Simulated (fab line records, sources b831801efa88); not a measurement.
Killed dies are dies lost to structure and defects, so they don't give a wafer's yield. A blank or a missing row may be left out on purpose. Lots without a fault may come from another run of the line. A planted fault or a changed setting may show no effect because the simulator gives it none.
Tool commonality check | flow sky130 | 11 lots, 33 wafers sampled

WHY IT WAS OPENED
At SKY_LDD_N_TW_MEAS_17 the reading LDD_N_TW is flagged on 2 of 11 lots. Wafers without a fault read 2559, standard deviation 17.
Rule: a lot is flagged when every wafer of it that has a number lies more than 4 standard deviations from that mean, or none has a number. The other lots count as sound.

lot  | measured     | on            | LDD_N_TW, wafer by wafer | flag
L653 | day 18 13:12 | film_metro-01 | 2535 2538 2524           |
L658 | day 20 16:43 | film_metro-01 | 2552 2554 2544           |
L662 | day 22 10:28 | film_metro-03 | 2646 2654 2656           | FLAGGED
L663 | day 22 23:13 | film_metro-01 | 2648 2674 2652           | FLAGGED
L666 | day 23 13:13 | film_metro-02 | 2567 2577 2572           |
L667 | day 23 17:34 | film_metro-01 | 2544 2544 2535           |
L668 | day 24 09:14 | film_metro-02 | 2576 2569 2582           |
L669 | day 24 18:13 | film_metro-03 | 2533 2542 2537           |
L671 | day 25 00:58 | film_metro-01 | 2525 2552 2533           |
L672 | day 25 11:20 | film_metro-01 | 2545 2534 2539           |
L674 | day 26 04:40 | film_metro-02 | 2587 2580 2576           |
The numbers of the flagged lots are 2655 on average: +96 against the usual, or +6 standard deviations.

WHICH TOOL RAN EACH LOT
The record holds 2 process steps before the reading, out of a route of 708 steps. In each cell: the tool, then ch and the chambers that the sampled wafers went through, then the start.
lot  | flag    | SKY_LDD_N_IMPLANT_08            | SKY_LDD_N_STRIP_16
L653 |         | implanter-01 ch 0, day 18 08:04 | plasma_asher-01 ch 0,1, day 18 13:06
L658 |         | implanter-01 ch 0, day 20 15:25 | plasma_asher-02 ch 0,1, day 20 16:37
L662 | FLAGGED | implanter-04 ch 0, day 22 09:10 | plasma_asher-02 ch 0,1, day 22 10:22
L663 | FLAGGED | implanter-04 ch 0, day 22 21:56 | plasma_asher-02 ch 0,1, day 22 23:07
L666 |         | implanter-03 ch 0, day 23 11:55 | plasma_asher-04 ch 0,1, day 23 13:07
L667 |         | implanter-03 ch 0, day 23 16:16 | plasma_asher-02 ch 0,1, day 23 17:28
L668 |         | implanter-01 ch 0, day 24 07:58 | plasma_asher-02 ch 0,1, day 24 09:09
L669 |         | implanter-01 ch 0, day 24 16:55 | plasma_asher-01 ch 1, day 24 18:07
L671 |         | implanter-03 ch 0, day 24 23:40 | plasma_asher-01 ch 0,1, day 25 00:52
L672 |         | implanter-04 ch 0, day 25 10:02 | plasma_asher-04 ch 0,1, day 25 11:13
L674 |         | implanter-01 ch 0, day 26 03:22 | plasma_asher-02 ch 0,1, day 26 04:34
What these steps do:
- SKY_LDD_N_IMPLANT_08
- SKY_LDD_N_STRIP_16: strips in O2/N2.
- SKY_LDD_N_TW_MEAS_17

FLAGGED OVER TOTAL, TOOL BY TOOL (the gauges that took the reading come last)
step                 | tool            | lots run | flagged | share of the flagged lots | sound lots run after its first flagged lot
SKY_LDD_N_IMPLANT_08 | implanter-01    | 5        | 0       | none                      | -
SKY_LDD_N_IMPLANT_08 | implanter-03    | 3        | 0       | none                      | -
SKY_LDD_N_IMPLANT_08 | implanter-04    | 3        | 2       | all                       | 1 (L672)
SKY_LDD_N_STRIP_16   | plasma_asher-01 | 3        | 0       | none                      | -
SKY_LDD_N_STRIP_16   | plasma_asher-02 | 6        | 2       | all                       | 3 (L667,L668,L674)
SKY_LDD_N_STRIP_16   | plasma_asher-04 | 2        | 0       | none                      | -
SKY_LDD_N_TW_MEAS_17 | film_metro-01   | 6        | 1       | some                      | 3 (L667,L671,L672)
SKY_LDD_N_TW_MEAS_17 | film_metro-02   | 3        | 0       | none                      | -
SKY_LDD_N_TW_MEAS_17 | film_metro-03   | 2        | 1       | some                      | 1 (L669)

WHAT THE TABLE ALLOWS
2 rows of the table ran every flagged lot: implanter-04 at SKY_LDD_N_IMPLANT_08, plasma_asher-02 at SKY_LDD_N_STRIP_16.
- implanter-04 at SKY_LDD_N_IMPLANT_08: 2 of its 3 lots flagged. Sound lots ran on it after the first flagged one (L672), which a lasting fault on the whole tool wouldn't allow. Its own readings lie more than 4 standard deviations out on every wafer of the flagged lots: beam_on_s, dose_ions_cm2, faraday_current_uA.
- plasma_asher-02 at SKY_LDD_N_STRIP_16: 2 of its 6 lots flagged. Sound lots ran on it after the first flagged one (L667, L668, L674), which a lasting fault on the whole tool wouldn't allow. Its own readings lie more than 4 standard deviations out on every wafer of the flagged lots: strip_time_to_endpoint_s.
No row of the table ran every flagged lot and no sound lot after the first.

WHAT THE SIMULATOR HAD PUT IN
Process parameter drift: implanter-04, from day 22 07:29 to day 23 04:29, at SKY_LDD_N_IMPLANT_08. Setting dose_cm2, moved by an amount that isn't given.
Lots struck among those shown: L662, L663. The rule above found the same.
